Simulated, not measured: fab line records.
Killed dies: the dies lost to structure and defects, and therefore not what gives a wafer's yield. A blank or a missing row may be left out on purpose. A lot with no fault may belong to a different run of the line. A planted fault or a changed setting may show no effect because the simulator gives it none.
fab line records -- flow sky130
record: lots: 13, wafers: 39, last-day: 50
route steps=708 shown NWELL@73 SONOS_ONO@169 LDD_P@266 POLY_CUT@317
lots that met no fault: taken from a fault-free run of the same line
start-h: hours from the record's first day to the start of the lot's first wafer shown -- wait-h: hours from the lot's prior step to this one -- " same as the row above -- L1.1+2: a row that stands for several wafers -- - either no value or no given start -- * or withheld: withheld -- < > ~ a bound
route shown NAME@n: names a module that has steps shown in the file, with the first one's number in the route -- usual: mean and standard deviation over wafers with no fault -- same: alike in all rows -- chamber/n: place in a boat -- sites: readings site by site -- _std_site: the values' standard deviation -- _edge_site: the outer-site mean with the inner-site mean subtracted -- radius-mm: how far each site lies from the wafer's centre -- mask NAME#n: copy n -- behind: tool/chamber where the wafer was last shaped -- hold: the reason the lot was held/the length of the hold in hours/how it ended -- device: which transistor (n, p or np) failed to switch -- end of line: the same wafers' tests at the end of the route -- step lacking rows: just its recipe -- killed: the dies lost at the first sort to structure and to defects; this is not the yield of the wafer -- map: a wafer's dies, marking killed ones x, the rest . and places with no die _
set.NAME: the setting as run; set.NAME@STEP: as run at that earlier step -- model.NAME: the simulator's own value behind a step, which no gauge read
steps of the route over a sample of lots; a table a step, a row a wafer
services: the hour from which a tool's chamber was out of use, counted from the record's first day as start-h (under 0 if before that day), plus the number of hours and why
== steps ==
step: SKY_NWELL_EXPOSE_20
recipe: mask-id: NWM_COMPLEMENT, na: 0.6, source-shape: conventional, sigma-outer: 0.6, polarization: unpolarized, target-cd-nm: 840, dose-mj: 260
lot.wafer,tool,chamber,start-h,wait-h,mask
L606.3+4+5,iline-stepper-02,0,92.43,-,NWM_COMPLEMENT#0
L609.2+4+5,iline-stepper-02,0,119.36,-,NWM_COMPLEMENT#0
L612.2+5+6,iline-stepper-01,0,132.70,-,NWM_COMPLEMENT#0
L613.2+4+6,iline-stepper-02,0,137.86,-,NWM_COMPLEMENT#0
L615.3+5+6,iline-stepper-01,0,149.57,-,NWM_COMPLEMENT#0
L618.3+5+6,iline-stepper-02,0,166.49,-,NWM_COMPLEMENT#0
L619.2+3+6,iline-stepper-01,0,172.78,-,NWM_COMPLEMENT#0
L620.1+2+6,iline-stepper-01,0,178.57,-,NWM_COMPLEMENT#0
L621.3+5+6,iline-stepper-01,0,182.80,-,NWM_COMPLEMENT#0
L622.1+3+5,iline-stepper-01,0,188.50,-,NWM_COMPLEMENT#0
L623.1+2+6,iline-stepper-02,0,194.29,-,NWM_COMPLEMENT#0
L624.1+4+6,iline-stepper-02,0,201.65,-,NWM_COMPLEMENT#0
L628.1+2+6,iline-stepper-02,0,224.76,-,NWM_COMPLEMENT_R1#0
step: SKY_SONOS_ONO_THK_MEAS_01
recipe: reads: SiO2_of_SONOS_ONO_OXIDATION_00
usual: SONOS_ONO_OXIDATION_THK: 2.59/0.061
lot.wafer,tool,chamber,start-h,wait-h,SONOS_ONO_OXIDATION_THK[nm]
L606.3,film-metro-03,-,250.68,0.0,2.55
L606.4,film-metro-03,-,250.68,0.0,2.54
L606.5,film-metro-03,-,250.68,0.0,2.50
L609.2,film-metro-02,-,284.93,0.0,2.65
L609.4,film-metro-02,-,284.93,0.0,2.62
L609.5,film-metro-02,-,284.93,0.0,2.72
L612.2,film-metro-02,-,301.31,0.0,2.56
L612.5,film-metro-02,-,301.31,0.0,2.61
L612.6,film-metro-02,-,301.31,0.0,2.65
L613.2,film-metro-03,-,309.80,0.0,2.53
L613.4,film-metro-03,-,309.80,0.0,2.58
L613.6,film-metro-03,-,309.80,0.0,2.62
L615.3,film-metro-04,-,324.02,0.0,2.66
L615.5,film-metro-04,-,324.02,0.0,2.63
L615.6,film-metro-04,-,324.02,0.0,2.62
L618.3,film-metro-02,-,347.65,0.0,2.61
L618.5,film-metro-02,-,347.65,0.0,2.72
L618.6,film-metro-02,-,347.65,0.0,2.69
L619.2,film-metro-04,-,357.92,0.0,2.67
L619.3,film-metro-04,-,357.92,0.0,2.68
L619.6,film-metro-04,-,357.92,0.0,2.65
L620.1,film-metro-02,-,365.53,0.0,2.55
L620.2,film-metro-02,-,365.53,0.0,2.59
L620.6,film-metro-02,-,365.53,0.0,2.63
L621.3,film-metro-04,-,370.80,0.0,2.68
L621.5,film-metro-04,-,370.80,0.0,2.65
L621.6,film-metro-04,-,370.80,0.0,2.65
L622.1,film-metro-03,-,380.17,0.0,2.51
L622.3,film-metro-03,-,380.17,0.0,2.52
L622.5,film-metro-03,-,380.17,0.0,2.56
L623.1,film-metro-03,-,387.46,0.0,2.51
L623.2,film-metro-03,-,387.46,0.0,2.48
L623.6,film-metro-03,-,387.46,0.0,2.54
L624.1,film-metro-02,-,393.68,0.0,2.66
L624.4,film-metro-02,-,393.68,0.0,2.62
L624.6,film-metro-02,-,393.68,0.0,2.61
L628.1,film-metro-04,-,426.09,0.0,2.53
L628.2,film-metro-04,-,426.09,0.0,2.55
L628.6,film-metro-04,-,426.09,0.0,2.59
step: SKY_LDD_P_TW_MEAS_11
usual: LDD_P_TW: 639.9/2.8
lot.wafer,tool,chamber,start-h,wait-h,LDD_P_TW
L606.3,film-metro-04,-,427.28,0.1,640.5
L606.4,film-metro-04,-,427.28,0.1,636.8
L606.5,film-metro-04,-,427.28,0.1,637.8
L609.2,film-metro-02,-,474.13,0.1,646.1
L609.4,film-metro-02,-,474.13,0.1,640.3
L609.5,film-metro-02,-,474.13,0.1,640.2
L612.2,film-metro-01,-,494.17,0.1,636.7
L612.5,film-metro-01,-,494.17,0.1,636.3
L612.6,film-metro-01,-,494.17,0.1,640.1
L613.2,film-metro-02,-,508.32,0.1,643.6
L613.4,film-metro-02,-,508.32,0.1,642.9
L613.6,film-metro-02,-,508.32,0.1,642.4
L615.3,film-metro-01,-,518.24,0.1,639.6
L615.5,film-metro-01,-,518.24,0.1,636.6
L615.6,film-metro-01,-,518.24,0.1,643.0
L618.3,film-metro-02,-,544.36,0.1,639.6
L618.5,film-metro-02,-,544.36,0.1,642.9
L618.6,film-metro-02,-,544.36,0.1,641.5
L619.2,film-metro-01,-,553.95,0.1,635.9
L619.3,film-metro-01,-,553.95,0.1,637.4
L619.6,film-metro-01,-,553.95,0.1,636.8
L620.1,film-metro-02,-,564.32,0.1,642.4
L620.2,film-metro-02,-,564.32,0.1,640.8
L620.6,film-metro-02,-,564.32,0.1,640.1
L621.3,film-metro-04,-,564.64,0.1,639.5
L621.5,film-metro-04,-,564.64,0.1,638.7
L621.6,film-metro-04,-,564.64,0.1,640.1
L622.1,film-metro-01,-,575.60,0.1,636.0
L622.3,film-metro-01,-,575.60,0.1,638.9
L622.5,film-metro-01,-,575.60,0.1,635.7
L623.1,film-metro-04,-,587.54,0.1,644.9
L623.2,film-metro-04,-,587.54,0.1,641.8
L623.6,film-metro-04,-,587.54,0.1,644.5
L624.1,film-metro-01,-,590.54,0.1,639.4
L624.4,film-metro-01,-,590.54,0.1,639.4
L624.6,film-metro-01,-,590.54,0.1,641.8
L628.1,film-metro-04,-,622.87,0.1,638.4
L628.2,film-metro-04,-,622.87,0.1,639.4
L628.6,film-metro-04,-,622.87,0.1,637.9
step: SKY_POLY_CUT_ETCH_10
recipe: chemistry: N2/H2, target: BARC, ion-energy-ev: 200, source-w: 500, bias-w: 100, pressure-mtorr: 30, n2-flow-sccm: 100, h2-flow-sccm: 200, stop-on: SiO2, time-s: 45.9, target-depth-a: 600
usual: drypump-motor-current-A: 5.8/0.44, oes-product-au: 0.855/0.0051, throttle-valve-pct: 13.225/0.0083
same: time-s: 45.9
lot.wafer,tool,chamber,start-h,wait-h,drypump-motor-current-A,oes-product-au,rf-hours-counter-h,throttle-valve-pct
L606.3,rie-diel-01,0,552.49,0.0,6.1,0.850,78,13.221
L606.4,rie-diel-01,2,552.49,0.0,5.9,0.844,9,13.221
L606.5,rie-diel-01,3,552.49,0.0,4.8,0.854,-,13.226
L609.2,rie-diel-01,1,599.62,0.0,6.1,0.853,13,13.222
L609.4,rie-diel-01,3,599.62,0.0,4.8,0.854,12,13.225
L609.5,rie-diel-01,0,599.62,0.0,6.0,0.845,-,13.236
L612.2,rie-diel-03,0,617.29,0.0,6.2,0.854,14,13.221
L612.5,rie-diel-03,1,617.29,0.0,5.6,0.861,-,13.227
L612.6,rie-diel-03,0,617.29,0.0,6.2,0.852,-,13.225
L613.2,rie-diel-01,2,630.22,0.0,5.9,0.855,10,13.222
L613.4,rie-diel-01,0,630.22,0.0,6.0,0.860,1,13.227
L613.6,rie-diel-01,2,630.22,0.0,5.9,0.849,-,13.228
L615.3,rie-diel-01,3,639.10,0.0,4.8,0.857,13,13.219
L615.5,rie-diel-01,2,639.10,0.0,5.9,0.859,-,13.229
L615.6,rie-diel-01,1,639.10,0.0,6.1,0.858,-,13.243
L618.3,rie-diel-01,3,664.24,0.0,4.8,0.853,13,13.242
L618.5,rie-diel-01,3,664.24,0.0,4.8,0.859,-,13.235
L618.6,rie-diel-01,1,664.24,0.0,6.1,0.860,-,13.231
L619.2,rie-diel-03,1,672.29,0.0,5.6,0.848,12,13.231
L619.3,rie-diel-03,0,672.29,0.0,6.2,0.860,15,13.241
L619.6,rie-diel-03,1,672.29,0.0,5.6,0.861,-,13.229
L620.1,rie-diel-03,3,685.32,0.0,6.0,0.840,16,13.225
L620.2,rie-diel-03,2,685.32,0.0,6.2,0.858,20,13.221
L620.6,rie-diel-03,2,685.32,0.0,6.2,0.858,-,13.228
L621.3,rie-diel-04,2,685.46,0.0,5.1,0.843,22,13.219
L621.5,rie-diel-04,3,685.46,0.0,6.1,0.855,-,13.229
L621.6,rie-diel-04,0,685.46,0.0,5.1,0.852,-,13.227
L622.1,rie-diel-03,3,693.99,0.0,6.0,0.858,17,13.212
L622.3,rie-diel-03,1,693.99,0.0,5.6,0.850,-,13.236
L622.5,rie-diel-03,3,693.99,0.0,6.0,0.857,-,13.226
L623.1,rie-diel-04,3,706.51,0.0,6.1,0.852,13,13.222
L623.2,rie-diel-04,0,706.51,0.0,5.1,0.856,5,13.222
L623.6,rie-diel-04,0,706.51,0.0,5.1,0.845,-,13.215
L624.1,rie-diel-03,1,708.92,0.0,5.6,0.855,14,13.212
L624.4,rie-diel-03,2,708.92,0.0,6.2,0.856,20,13.226
L624.6,rie-diel-03,0,708.92,0.0,6.2,0.863,-,13.227
L628.1,rie-diel-03,1,737.81,0.0,5.6,0.856,14,13.230
L628.2,rie-diel-03,2,737.81,0.0,6.2,0.853,21,13.228
L628.6,rie-diel-03,0,737.81,0.0,6.2,0.852,-,13.234
== services ==
tool,chamber,start-h,hours,kind
iline-stepper-01,-,78.98,1.7,pm
iline-stepper-02,-,117.26,1.7,pm
rie-diel-03,3,142.78,10.1,repair
rie-diel-03,0,165.96,5.8,repair
rie-diel-03,-,197.16,0.7,repair
rie-diel-03,2,202.73,22.4,repair
rie-diel-03,-,268.95,15.6,pm
iline-stepper-01,-,283.40,4.1,repair
iline-stepper-02,-,311.83,14.4,repair
iline-stepper-02,-,335.44,1.7,pm
iline-stepper-02,-,368.89,22.4,repair
rie-diel-03,0,383.79,1.6,repair
rie-diel-03,0,432.56,17.5,repair
rie-diel-03,-,488.35,2.2,repair
iline-stepper-01,-,506.66,2.1,pm
rie-diel-03,3,511.23,3.0,repair
iline-stepper-01,-,515.34,1.7,pm
rie-diel-03,3,534.69,2.0,repair
iline-stepper-02,-,553.71,1.7,pm
iline-stepper-02,-,559.40,3.5,repair
rie-diel-03,2,599.69,10.1,repair
iline-stepper-02,-,615.61,3.6,repair
rie-diel-03,-,634.56,2.8,pm
rie-diel-03,-,641.54,0.7,repair
== key ==
first-sign: step: SKY_NWELL_EXPOSE_20, reading: mask, direction: changed
effect none on later readings
met-at SKY_NWELL_EXPOSE_20
struck-lots L628
tester-left-out L628
not-acting-at SKY_SONOS_ONO_THK_MEAS_01,SKY_LDD_P_TW_MEAS_11,SKY_POLY_CUT_ETCH_10
onset-between 201.65 224.76
fault: kind: wrong-mask, tool: any, chamber: -, onset-h: 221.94, steps: SKY_NWELL_EXPOSE_20, aux-copy: NWM_COMPLEMENT_R1#0, cd-offset-nm: -101, scope: struck-lots-only
tester-left-out: of these lots the tester's yield and bins aren't shown, on N5 and GAA mostly nor the transistor test; their killed dies are dies lost to structure and defects alone, not to doping, threshold or leakage, so they don't give the yield
